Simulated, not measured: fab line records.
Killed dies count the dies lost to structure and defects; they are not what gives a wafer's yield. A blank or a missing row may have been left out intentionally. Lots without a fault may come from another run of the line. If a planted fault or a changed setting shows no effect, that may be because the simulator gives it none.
Matching of chambers | flow sky130 | SKY_VIA3_CMP_02 on cmp-02: 4 sister chambers
The step polishes SiO2. 14 wafers are shown with their chamber, then 7 later ones without.

## WAFERS WITH THEIR CHAMBER
wafer  | chamber | motor current A (A)
L701.2 | 2       | 10.3
L701.3 | 1       | 11.3
L701.5 | 2       | 9.8
L702.1 | 2       | 9.6
L702.4 | 3       | 10.9
L702.5 | 2       | 10.1
L704.3 | 0       | 11.1
L704.4 | 2       | 10.2
L704.5 | 2       | 10.4
L711.3 | 1       | 11.3
L711.4 | 2       | 9.6
L711.5 | 3       | 10.5
L713.1 | 2       | 10.2
L713.4 | 0       | 12.0

SIGNATURES (means of the wafers above)
reading         | chamber 0 | chamber 1 | chamber 2 | chamber 3 | scatter within a chamber
motor current A | 11.550    | 11.300    | 10.025    | 10.700    | 0.344
Rule: for a wafer and a chamber, the distance is found by dividing, reading by reading, the gap between the wafer's reading and the chamber's mean by the reading's scatter, squaring, summing and taking the root. The wafer belongs to the nearest chamber; if the next one is less than 2 further off, it can't be placed. How the scatter is found: for the shown wafers, subtract from each reading the mean of its chamber, square and add these, divide the total by (wafers less chambers), then take the root.

## WAFERS WHOSE CHAMBER IS MISSING
wafer  | motor current A (A)
L713.6 | 10.7
L717.1 | 11.6
L717.2 | 9.9
L717.3 | 11.1
L721.4 | 11.6
L721.5 | 10.6
L721.6 | 10.1

## WHICH CHAMBER EACH ONE RAN IN
wafer  | from the rows above          | in truth
L713.6 | can't be placed: 3 or 1 or 2 | 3
L717.1 | can't be placed: 0 or 1      | 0
L717.2 | can't be placed: 2 or 3      | 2
L717.3 | can't be placed: 1 or 3 or 0 | 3
L721.4 | can't be placed: 0 or 1      | 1
L721.5 | can't be placed: 3 or 2 or 1 | 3
L721.6 | can't be placed: 2 or 3      | 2
Correctly placed: 0 of 7. From these rows, 7 cannot be placed; in 7 the true chamber is one of the candidates. Number placed wrongly: 0.
